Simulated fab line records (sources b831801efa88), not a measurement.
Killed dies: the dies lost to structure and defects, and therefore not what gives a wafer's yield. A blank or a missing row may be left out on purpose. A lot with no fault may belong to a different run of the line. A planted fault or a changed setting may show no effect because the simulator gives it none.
One fault seen from 2 desks -- flow sky130 -- only its own numbers are on each desk; what lay behind them is given at the end

AT THE METROLOGY DESK
What the gauges read, lot by lot, whatever tool the lot ran on: means of the sampled wafers that have a number. A lot is out of limits, marked OUT, if its mean lies more than 4 standard deviations from the usual mean; the brackets give that distance.
Columns: A = NWELL_RS at SKY_NWELL_RS_MEAS_29, usual 625.0 ohm/sq; B = cd nm at SKY_CONTACT_CD_MEAS_14, usual 169.5 nm
lot,first seen here,A,B
L548,day 6 10:40,626.3,169.7
L549,day 6 12:50,623.3,173.3
L550,day 6 18:54,624.7,170.0
L551,day 7 00:02,626.1,167.9
L554,day 7 14:26,626.3,167.8
L555,day 7 19:54,625.2,170.4
L558,day 8 12:44,624.9,169.6
L559,day 8 17:41,603.9 (-14) OUT,171.1
L560,day 9 00:47,627.3,167.1
L561,day 9 06:29,604.3 (-14) OUT,169.7
L565,day 10 16:46,623.4,168.2
Finding of this desk: L559, L561 out of limits, first seen on L559 at day 8 17:41 (NWELL_RS at SKY_NWELL_RS_MEAS_29). L548, L549, L550, L551, L554, L555, L558, L560, L565 stayed within limits.

FOR THE TOOL OWNER'S DESK: implanter-02
The tool's own readings at SKY_NWELL_IMPLANT_11: means of the sampled wafers that have a number, for each lot that ran on this tool. A lot is out of limits, marked OUT, if its mean lies more than 4 standard deviations from the usual mean; the brackets give that distance.
Columns: A = beam energy keV at SKY_NWELL_IMPLANT_11, usual 400.02; B = dose ions cm2 at SKY_NWELL_IMPLANT_11, usual 1.9002e+13
lot,first seen here,A,B
L549,day 5 17:02,400.16,1.9017e+13
L551,day 6 03:53,400.10,1.8983e+13
L559,day 7 20:37,468.89 (+99 or more) OUT,1.9013e+13
L561,day 8 08:43,468.77 (+99 or more) OUT,1.9009e+13
This desk finds L559, L561 out of limits, L559 being first, at day 7 20:37 (beam energy keV at SKY_NWELL_IMPLANT_11). L549, L551 stayed within limits.

PUT TOGETHER
The tool owner's desk could have raised an alarm at day 7 20:37, on L559, L561.
On L559, L561, the metrology desk was in a position to raise an alarm at day 8 17:41.
On implanter-02, each named lot ran SKY_NWELL_IMPLANT_11.

WHAT THE SIMULATOR PUT IN
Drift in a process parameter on implanter-02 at SKY_NWELL_IMPLANT_11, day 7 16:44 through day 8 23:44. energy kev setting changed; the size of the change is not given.
Shown lots that were struck: L559, L561.
Fault start to first reading out of limits, in hours, per desk: tool owner, 4; metrology, 25.
